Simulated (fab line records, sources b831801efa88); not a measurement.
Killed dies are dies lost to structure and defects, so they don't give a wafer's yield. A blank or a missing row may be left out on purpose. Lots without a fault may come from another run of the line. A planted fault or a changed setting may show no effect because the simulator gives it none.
fab line records | flow gf180mcu | part 1 of 2: steps 1 to 27 of 39
record lots=5 wafers=15 last_day=33
route steps=602 shown DUAL_GATE@155 POLY_GATE@157 HV_LDD@176
lots that met no fault: from a run of the same line without faults
start_h: hours from the record's first day to the start of the lot's first wafer shown | wait_h: hours since the lot's step before | " the same as in the row above | L1.1+2: a row that stands for several wafers | - no value, or no start given | * or withheld: withheld | < > ~ a bound
route shown NAME@n: a module of which the file shows steps, and the number in the route of the first | usual: mean/standard deviation of fault-free wafers | same: alike in all rows | chamber/n: place in a boat | sites: the reading at each site | _std_site: their standard deviation | _edge_site: outer sites' mean less inner sites' | radius_mm: how far each site lies from the wafer's centre | mask NAME#n: copy n | behind: the tool/chamber that last shaped the wafer | hold: why the lot was held/for how many hours/how that ended | device: the transistor (n, p or np) that didn't switch | end of line: the same wafers' tests at the end of the route | a step without rows: its recipe alone | killed: dies lost to structure and defects at the first sort, not the wafer's yield | map: a wafer's dies, x killed, . not, _ none there
set.NAME: the setting as run; set.NAME@STEP: as run at that earlier step | model.NAME: the simulator's own value behind a step, which no gauge read
lots at some steps of the route; a table a step, a row a wafer
services: from which hour (start_h, from the record's first day; less than 0 if before it) a tool's chamber was out of use, for how many hours, and why
## steps
# step GF_DUAL_GATE_CLEAN_14
# recipe chemistry=SC1/SC2 mix=1:4:20 temp_c=70 time_s=150 dry=n2_spin
# columns lot.wafer tool chamber start_h wait_h
L074.1+2+5 wet_bench-03 2 171.20 0.1
L076.2+5+6 wet_bench-03 2 189.05 0.1
L081.1+2+5 wet_bench-03 3 233.16 0.1
L088.1+2+5 wet_bench-01 2 280.49 0.1
L089.1+3+4 wet_bench-03 2 288.79 0.1
# step GF_DUAL_GATE_OXIDATION_15
# recipe temp_c=850 ambient=O2 stabilise_s=600 purge_s=300 target_thk_a=70.98 ox_time_s=1995
# columns lot.wafer tool chamber start_h wait_h
L074.1+2+5 furnace-02 0 171.83 0.6
L076.2+5+6 furnace-01 0 189.10 0.0
L081.1+2+5 furnace-01 0 234.66 1.4
L088.1+2+5 furnace-01 0 280.54 0.0
L089.1+3+4 furnace-01 0 291.10 2.3
# step GF_POLY_GATE_CVD_00
# recipe material=poly-Si target_thk_nm=200 temp_c=620 time_s=1200 pressure_mtorr=200
# usual pressure_mtorr=200.0/0.4
# columns lot.wafer tool chamber start_h wait_h pressure_mtorr
L074.1 lpcvd-01 0 173.39 0.0 199.8
L074.2 " 0 " " 199.8
L074.5 " 0 " " 199.9
L076.2 lpcvd-01 0 190.65 0.0 200.6
L076.5 " 0 " " 200.1
L076.6 " 0 " " 200.1
L081.1 lpcvd-01 1 236.21 0.0 200.4
L081.2 " 1 " " 199.9
L081.5 " 1 " " 200.2
L088.1 lpcvd-01 1 282.10 0.0 200.5
L088.2 " 1 " " 200.4
L088.5 " 1 " " 200.4
L089.1 lpcvd-02 1 292.65 0.0 200.3
L089.3 " 1 " " 200.2
L089.4 " 1 " " 200.1
# step GF_POLY_GATE_THK_MEAS_01
# recipe reads=poly-Si_of_POLY_GATE_CVD_00
# usual POLY_GATE_CVD_00_THK=200.9/2.2
# columns lot.wafer tool chamber start_h wait_h POLY_GATE_CVD_00_THK[nm]
L074.1 film_metro-03 - 174.72 0.0 203.7
L074.2 " - " " 205.0
L074.5 " - " " 202.4
L076.2 film_metro-01 - 191.99 0.0 205.6
L076.5 " - " " 204.2
L076.6 " - " " 204.6
L081.1 film_metro-04 - 237.54 0.0 201.4
L081.2 " - " " 201.3
L081.5 " - " " 200.3
L088.1 film_metro-01 - 284.10 0.0 198.8
L088.2 " - " " 201.5
L088.5 " - " " 201.0
L089.1 film_metro-01 - 293.98 0.0 200.1
L089.3 " - " " 199.2
L089.4 " - " " 200.2
# step GF_POLY_GATE_DEHYDRATE_02
# recipe temp_c=200 time_s=60
# usual exhaust_pa=45.0/0.74
# columns lot.wafer tool chamber start_h wait_h exhaust_pa
L074.1 litho_track-03 0 182.61 7.9 44.7
L074.2 " 0 " " 44.5
L074.5 " 0 " " 44.6
L076.2 litho_track-03 0 199.94 7.9 45.1
L076.5 " 0 " " 45.0
L076.6 " 0 " " 45.5
L081.1 litho_track-01 0 245.61 8.1 45.2
L081.2 " 0 " " 45.6
L081.5 " 0 " " 44.9
L088.1 litho_track-01 0 293.06 8.9 45.3
L088.2 " 0 " " 44.9
L088.5 " 0 " " 45.2
L089.1 litho_track-03 0 303.31 9.3 46.4
L089.3 " 0 " " 45.3
L089.4 " 0 " " 45.5
# step GF_POLY_GATE_HMDS_03
# recipe prime_time_s=60 prime_temp_c=120
# usual exhaust_pa=45.0/0.89
# columns lot.wafer tool chamber start_h wait_h exhaust_pa
L074.1 litho_track-03 0 182.76 0.1 43.7
L074.2 " 0 " " 43.1
L074.5 " 0 " " 43.2
L076.2 litho_track-03 0 200.09 0.1 44.0
L076.5 " 0 " " 45.9
L076.6 " 0 " " 44.9
L081.1 litho_track-01 0 245.76 0.1 46.0
L081.2 " 0 " " 45.4
L081.5 " 0 " " 45.5
L088.1 litho_track-01 0 293.21 0.1 44.0
L088.2 " 0 " " 45.6
L088.5 " 0 " " 44.2
L089.1 litho_track-03 0 303.46 0.1 44.3
L089.3 " 0 " " 44.8
L089.4 " 0 " " 44.6
# step GF_POLY_GATE_COAT_04
# recipe resist=BARC temp_c=withheld time_s=withheld spin_rpm=withheld resist_thk_nm=withheld
# usual exhaust_pa=45.0/0.81
# columns lot.wafer tool chamber start_h wait_h exhaust_pa
L074.1 litho_track-03 0 182.91 0.1 44.1
L074.2 " 0 " " 45.4
L074.5 " 0 " " 44.7
L076.2 litho_track-03 0 200.24 0.1 44.6
L076.5 " 0 " " 43.3
L076.6 " 0 " " 44.7
L081.1 litho_track-01 0 245.91 0.1 44.8
L081.2 " 0 " " 44.8
L081.5 " 0 " " 44.3
L088.1 litho_track-01 0 293.36 0.1 44.4
L088.2 " 0 " " 46.3
L088.5 " 0 " " 43.8
L089.1 litho_track-03 0 303.61 0.1 44.5
L089.3 " 0 " " 45.2
L089.4 " 0 " " 44.9
# step GF_POLY_GATE_COAT_05
# recipe resist=KrF spin_rpm=withheld resist_thk_nm=700
# usual exhaust_pa=45.1/0.92
# columns lot.wafer tool chamber start_h wait_h exhaust_pa
L074.1 litho_track-03 0 - - 43.9
L074.2 " 0 " " 44.1
L074.5 " 0 " " 45.3
L076.2 litho_track-03 0 - - 47.5
L076.5 " 0 " " 46.6
L076.6 " 0 " " 47.1
L081.1 litho_track-01 0 - - 45.0
L081.2 " 0 " " 44.4
L081.5 " 0 " " 44.4
L088.1 litho_track-01 0 - - 44.5
L088.2 " 0 " " 45.3
L088.5 " 0 " " 44.8
L089.1 litho_track-03 0 - - 44.6
L089.3 " 0 " " 43.7
L089.4 " 0 " " 46.2
# step GF_POLY_GATE_SOFTBAKE_06
# recipe temp_c=130 time_s=60 resist=KrF
# usual exhaust_pa=44.9/0.86
# columns lot.wafer tool chamber start_h wait_h exhaust_pa
L074.1 litho_track-03 0 - - 45.3
L074.2 " 0 " " 44.9
L074.5 " 0 " " 45.4
L076.2 litho_track-03 0 - - 44.9
L076.5 " 0 " " 45.6
L076.6 " 0 " " 45.0
L081.1 litho_track-01 0 - - 45.3
L081.2 " 0 " " 45.4
L081.5 " 0 " " 44.9
L088.1 litho_track-01 0 - - 44.9
L088.2 " 0 " " 45.0
L088.5 " 0 " " 44.5
L089.1 litho_track-03 0 - - 45.8
L089.3 " 0 " " 45.2
L089.4 " 0 " " 45.1
# step GF_POLY_GATE_EXPOSE_07
# recipe mask_id=Poly2 target_cd_nm=280 na=0.68 source_shape=conventional sigma_outer=0.6 dose_mj=28
# columns lot.wafer tool chamber start_h wait_h mask
L074.1+2+5 krf_scanner-02 0 - - Poly2#0
L076.2+5+6 krf_scanner-02 0 - - Poly2#0
L081.1+2+5 krf_scanner-02 0 - - Poly2#0
L088.1+2+5 krf_scanner-01 0 - - Poly2#0
L089.1+3+4 krf_scanner-01 0 - - Poly2#0
# step GF_POLY_GATE_PEB_08
# recipe peb_temp_c=135 peb_time_s=90 resist=KrF
# usual exhaust_pa=45.1/1.1
# columns lot.wafer tool chamber start_h wait_h exhaust_pa
L074.1 litho_track-03 0 - - 43.4
L074.2 " 0 " " 43.5
L074.5 " 0 " " 42.7
L076.2 litho_track-03 0 - - 46.9
L076.5 " 0 " " 46.4
L076.6 " 0 " " 45.9
L081.1 litho_track-04 0 - - 45.6
L081.2 " 0 " " 44.4
L081.5 " 0 " " 46.3
L088.1 litho_track-01 0 - - 45.9
L088.2 " 0 " " 45.7
L088.5 " 0 " " 47.2
L089.1 litho_track-04 0 - - 45.3
L089.3 " 0 " " 45.2
L089.4 " 0 " " 45.3
# step GF_POLY_GATE_DEVELOP_09
# recipe develop_time_s=60 resist=KrF dev_temp_c=21
# usual exhaust_pa=45.1/0.79
# columns lot.wafer tool chamber start_h wait_h exhaust_pa
L074.1 litho_track-03 0 191.06 0.2 45.9
L074.2 " 0 " " 44.5
L074.5 " 0 " " 43.1
L076.2 litho_track-03 0 209.04 0.2 44.1
L076.5 " 0 " " 46.0
L076.6 " 0 " " 43.3
L081.1 litho_track-04 0 255.56 0.2 46.2
L081.2 " 0 " " 46.3
L081.5 " 0 " " 45.8
L088.1 litho_track-01 0 303.76 0.2 45.1
L088.2 " 0 " " 44.4
L088.5 " 0 " " 45.0
L089.1 litho_track-04 0 313.96 0.2 45.1
L089.3 " 0 " " 46.1
L089.4 " 0 " " 46.0
# step GF_POLY_GATE_CD_MEAS_10
# recipe target_cd_nm=280
# usual cd_nm=280.5/1.4
# columns lot.wafer tool chamber start_h wait_h cd_nm
L074.1 cd_sem-01 - 191.21 0.1 281.6
L074.2 " - " " 282.9
L074.5 " - " " 282.4
L076.2 cd_sem-01 - 209.18 0.1 279.2
L076.5 " - " " 280.0
L076.6 " - " " 279.6
L081.1 cd_sem-02 - 255.71 0.1 282.5
L081.2 " - " " 281.3
L081.5 " - " " 280.6
L088.1 cd_sem-01 - 303.91 0.1 277.0
L088.2 " - " " 277.6
L088.5 " - " " 277.2
L089.1 cd_sem-02 - 314.11 0.1 281.3
L089.3 " - " " 282.2
L089.4 " - " " 280.0
# step GF_POLY_GATE_OVL_MEAS_11
# usual POLY_GATE_OVL=1/4.9
# columns lot.wafer tool chamber start_h wait_h POLY_GATE_OVL[nm]
L074.1 overlay-01 - 191.33 0.1 -1
L074.2 " - " " -4
L074.5 " - " " -1
L076.2 overlay-02 - 209.29 0.1 -6
L076.5 " - " " 0
L076.6 " - " " 0
L081.1 overlay-01 - 255.83 0.1 -9
L081.2 " - " " -5
L081.5 " - " " -7
L088.1 overlay-02 - 304.03 0.1 7
L088.2 " - " " 9
L088.5 " - " " 9
L089.1 overlay-01 - 314.23 0.1 4
L089.3 " - " " -2
L089.4 " - " " 5
# step GF_POLY_GATE_ETCH_12
# recipe chemistry=N2/H2 target_depth_a=withheld overetch_a=withheld time_s=withheld target=BARC ion_energy_ev=200 source_w=500 bias_w=100 pressure_mtorr=30 n2_flow_sccm=100 h2_flow_sccm=200
# usual drypump_motor_current_A=5.6/0.35 oes_product_au=0.736/0.0046 throttle_valve_pct=13.213/0.0091
# columns lot.wafer tool chamber start_h wait_h drypump_motor_current_A oes_product_au throttle_valve_pct
L074.1 rie_diel-04 2 191.37 0.0 5.6 0.732 13.196
L074.2 " 3 " " 5.8 0.744 13.202
L074.5 " 2 " " 5.6 0.737 13.221
L076.2 rie_diel-01 0 209.32 0.0 6.0 0.739 13.200
L076.5 " 1 " " 5.2 0.739 13.202
L076.6 " 2 " " 5.8 0.737 13.218
L081.1 rie_diel-01 3 255.86 0.0 5.9 0.737 13.197
L081.2 " 2 " " 5.8 0.741 13.215
L081.5 " 1 " " 5.3 0.731 13.208
L088.1 rie_diel-04 3 304.06 0.0 5.8 0.733 13.225
L088.2 " 1 " " 4.8 0.746 13.225
L088.5 " 3 " " 5.8 0.723 13.203
L089.1 rie_diel-01 3 314.26 0.0 5.8 0.734 13.221
L089.3 " 2 " " 5.7 0.745 13.207
L089.4 " 1 " " 5.3 0.729 13.203
# step GF_POLY_GATE_ETCH_13
# recipe target=poly-Si target_depth_nm=198.5 stop_on=SiO2 over_etch_frac=0.403 chemistry=HBr/Cl2 icp_w=400 bias_w=100 pressure_mtorr=10 HBr_flow_sccm=150 Cl2_flow_sccm=50 time_s=69.6
# usual drypump_motor_current_A=6.0/0.52 oes_product_au=0.991/0.0085 throttle_valve_pct=33.685/0.0086
# columns lot.wafer tool chamber start_h wait_h drypump_motor_current_A oes_product_au rf_hours_counter_h throttle_valve_pct
L074.1 rie_si-01 0 191.42 - 5.4 0.980 2 33.694
L074.2 " 3 " " 5.1 1.011 35 33.681
L074.5 " 3 " " 5.1 0.999 - 33.666
L076.2 rie_si-02 0 209.37 - 6.0 1.006 19 33.695
L076.5 " 2 " " 6.6 0.996 - 33.682
L076.6 " 1 " " 5.9 1.005 - 33.684
L081.1 rie_si-02 1 255.91 - 5.9 0.993 1 33.677
L081.2 " 0 " " 6.0 0.997 20 33.690
L081.5 " 1 " " 5.9 0.986 - 33.684
L088.1 rie_si-01 2 304.11 - 5.9 0.987 1 33.677
L088.2 " 1 " " 6.4 0.991 5 33.678
L088.5 " 0 " " 5.4 0.983 - 33.684
L089.1 rie_si-02 0 314.31 - 6.0 0.975 20 33.679
L089.3 " 2 " " 6.6 0.985 23 33.688
L089.4 " 1 " " 5.9 0.985 1 33.692
# step GF_POLY_GATE_STRIP_14
# recipe chemistry=O2/N2 power_w=1400 pressure_mtorr=1500 platen_temp_c=250 o2_flow_sccm=3000 n2_flow_sccm=300 overash_fraction=0.5
# usual drypump_motor_current_A=5.5/0.44 heater_power_w=326/25 oes_product_au=0.506/0.0045
# columns lot.wafer tool chamber start_h wait_h drypump_motor_current_A heater_power_w oes_product_au rf_hours_counter_h
L074.1 plasma_asher-03 0 191.47 0.0 4.9 338 0.511 52
L074.2 " 1 " " 5.9 281 0.512 52
L074.5 " 0 " " 4.9 341 0.498 -
L076.2 plasma_asher-04 0 209.42 0.0 4.9 333 0.501 41
L076.5 " 1 " " 5.4 347 0.501 -
L076.6 " 0 " " 4.9 332 0.506 -
L081.1 plasma_asher-01 0 255.97 0.0 5.3 354 0.511 61
L081.2 " 1 " " 6.1 307 0.497 61
L081.5 " 1 " " 6.1 305 0.513 -
L088.1 plasma_asher-04 0 304.17 0.0 4.9 331 0.505 51
L088.2 " 1 " " 5.4 354 0.505 51
L088.5 " 1 " " 5.4 345 0.497 -
L089.1 plasma_asher-03 0 314.37 0.0 4.9 340 0.509 65
L089.3 " 1 " " 5.9 274 0.505 -
L089.4 " 0 " " 4.9 329 0.501 -
# step GF_POLY_GATE_CLEAN_15
# recipe chemistry=SC1/SC2 mix=1:4:20 temp_c=70 time_s=150 dry=n2_spin
# columns lot.wafer tool chamber start_h wait_h
L074.1+2+5 wet_bench-04 1 191.57 0.1
L076.2+5+6 wet_bench-03 3 209.52 0.1
L081.1+2+5 wet_bench-03 0 256.07 0.1
L088.1+2+5 wet_bench-01 1 304.27 0.1
L089.1+3+4 wet_bench-04 1 314.47 0.1
# step GF_POLY_GATE_OXIDATION_16
# recipe temp_c=850 ambient=O2 stabilise_s=600 purge_s=300 target_thk_a=40 ox_time_s=899
# columns lot.wafer tool chamber start_h wait_h
L074.1+2+5 furnace-02 0 192.67 1.0
L076.2+5+6 furnace-01 0 209.58 0.0
L081.1+2+5 furnace-01 0 256.12 0.0
L088.1+2+5 furnace-01 0 304.80 0.5
L089.1+3+4 furnace-01 0 314.52 0.0
# step GF_POLY_GATE_THK_MEAS_17
# recipe reads=SiO2_of_POLY_GATE_OXIDATION_16
# usual POLY_GATE_OXIDATION_THK=4.01/0.085
# columns lot.wafer tool chamber start_h wait_h POLY_GATE_OXIDATION_THK[nm]
L074.1 film_metro-01 - 193.92 0.0 4.03
L074.2 " - " " 4.07
L074.5 " - " " 3.95
L076.2 film_metro-04 - 210.84 0.0 4.06
L076.5 " - " " 4.07
L076.6 " - " " 4.05
L081.1 film_metro-03 - 257.37 0.0 4.04
L081.2 " - " " 4.03
L081.5 " - " " 4.15
L088.1 film_metro-01 - 306.05 0.0 3.97
L088.2 " - " " 4.04
L088.5 " - " " 4.05
L089.1 film_metro-03 - 315.77 0.0 3.91
L089.3 " - " " 4.00
L089.4 " - " " 3.78
# step GF_POLY_GATE_CD_MEAS_18
# usual cd_nm=280.7/2
# columns lot.wafer tool chamber start_h wait_h cd_nm
L074.1 cd_sem-01 - 193.98 0.1 281.7
L074.2 " - " " 282.1
L074.5 " - " " 281.6
L076.2 cd_sem-01 - 210.92 0.1 280.7
L076.5 " - " " 279.4
L076.6 " - " " 281.6
L081.1 cd_sem-02 - 257.43 0.1 283.8
L081.2 " - " " 283.1
L081.5 " - " " 284.1
L088.1 cd_sem-02 - 306.11 0.1 276.5
L088.2 " - " " 277.0
L088.5 " - " " 279.3
L089.1 cd_sem-01 - 315.83 0.1 282.0
L089.3 " - " " 281.1
L089.4 " - " " 283.0
# step GF_HV_LDD_DEHYDRATE_00
# recipe temp_c=200 time_s=60
# usual exhaust_pa=44.8/0.93
# columns lot.wafer tool chamber start_h wait_h exhaust_pa
L074.1 litho_track-04 0 202.26 8.3 44.0
L074.2 " 0 " " 45.3
L074.5 " 0 " " 44.3
L076.2 litho_track-03 0 219.79 8.8 45.6
L076.5 " 0 " " 45.8
L076.6 " 0 " " 43.3
L081.1 litho_track-02 0 265.98 8.5 45.2
L081.2 " 0 " " 44.6
L081.5 " 0 " " 44.8
L088.1 litho_track-03 0 315.31 9.2 44.3
L088.2 " 0 " " 45.0
L088.5 " 0 " " 43.9
L089.1 litho_track-02 0 325.83 10.0 43.2
L089.3 " 0 " " 44.3
L089.4 " 0 " " 44.2
# step GF_HV_LDD_HMDS_01
# recipe prime_time_s=60 prime_temp_c=120
# usual exhaust_pa=45.0/0.81
# columns lot.wafer tool chamber start_h wait_h exhaust_pa
L074.1 litho_track-04 0 202.41 0.1 44.5
L074.2 " 0 " " 43.2
L074.5 " 0 " " 44.0
L076.2 litho_track-03 0 219.94 0.1 46.3
L076.5 " 0 " " 44.6
L076.6 " 0 " " 45.1
L081.1 litho_track-02 0 266.13 0.1 45.1
L081.2 " 0 " " 45.4
L081.5 " 0 " " 45.7
L088.1 litho_track-03 0 315.46 0.1 43.8
L088.2 " 0 " " 42.8
L088.5 " 0 " " 45.2
L089.1 litho_track-02 0 325.98 0.1 44.3
L089.3 " 0 " " 43.4
L089.4 " 0 " " 43.4
# step GF_HV_LDD_COAT_02
# recipe resist=NOVOLAK spin_rpm=3000 resist_thk_nm=1000
# usual exhaust_pa=45.1/0.9
# columns lot.wafer tool chamber start_h wait_h exhaust_pa
L074.1 litho_track-04 0 202.56 0.1 46.2
L074.2 " 0 " " 45.0
L074.5 " 0 " " 45.5
L076.2 litho_track-03 0 220.09 0.1 45.9
L076.5 " 0 " " 45.2
L076.6 " 0 " " 45.2
L081.1 litho_track-02 0 266.28 0.1 43.5
L081.2 " 0 " " 44.7
L081.5 " 0 " " 44.4
L088.1 litho_track-03 0 315.61 0.1 44.3
L088.2 " 0 " " 44.4
L088.5 " 0 " " 44.2
L089.1 litho_track-02 0 326.13 0.1 47.0
L089.3 " 0 " " 46.0
L089.4 " 0 " " 45.9
# step GF_HV_LDD_SOFTBAKE_03
# recipe temp_c=90 time_s=60 resist=NOVOLAK
# usual exhaust_pa=44.9/0.96
# columns lot.wafer tool chamber start_h wait_h exhaust_pa
L074.1 litho_track-04 0 202.71 0.1 45.3
L074.2 " 0 " " 45.2
L074.5 " 0 " " 45.0
L076.2 litho_track-03 0 220.24 0.1 43.9
L076.5 " 0 " " 45.3
L076.6 " 0 " " 43.0
L081.1 litho_track-02 0 266.43 0.1 45.7
L081.2 " 0 " " 45.3
L081.5 " 0 " " 45.8
L088.1 litho_track-03 0 315.76 0.1 45.9
L088.2 " 0 " " 46.0
L088.5 " 0 " " 46.0
L089.1 litho_track-02 0 326.28 0.1 46.0
L089.3 " 0 " " 44.9
L089.4 " 0 " " 44.6
# step GF_HV_LDD_EXPOSE_04
# recipe mask_id=Nplus_LV_AREA target_cd_nm=400 na=0.6 source_shape=conventional sigma_outer=0.6 dose_mj=140
# columns lot.wafer tool chamber start_h wait_h mask
L074.1+2+5 iline_stepper-01 0 - - Nplus_LV_AREA#0
L076.2+5+6 iline_stepper-02 0 - - Nplus_LV_AREA#0
L081.1+2+5 iline_stepper-01 0 - - Nplus_LV_AREA#0
L088.1+2+5 iline_stepper-01 0 - - Nplus_LV_AREA#0
L089.1+3+4 iline_stepper-02 0 - - Nplus_LV_AREA#0
# step GF_HV_LDD_PEB_05
# recipe temp_c=withheld time_s=* resist=NOVOLAK
# usual exhaust_pa=45.0/0.99
# columns lot.wafer tool chamber start_h wait_h exhaust_pa
L074.1 litho_track-04 0 - - 45.3
L074.2 " 0 " " 45.4
L074.5 " 0 " " 46.1
L076.2 litho_track-03 0 - - 44.0
L076.5 " 0 " " 45.1
L076.6 " 0 " " 45.5
L081.1 litho_track-04 0 - - 45.8
L081.2 " 0 " " 44.8
L081.5 " 0 " " 46.1
L088.1 litho_track-03 0 - - 45.5
L088.2 " 0 " " 43.9
L088.5 " 0 " " 45.8
L089.1 litho_track-02 0 - - 43.9
L089.3 " 0 " " 43.9
L089.4 " 0 " " 44.4
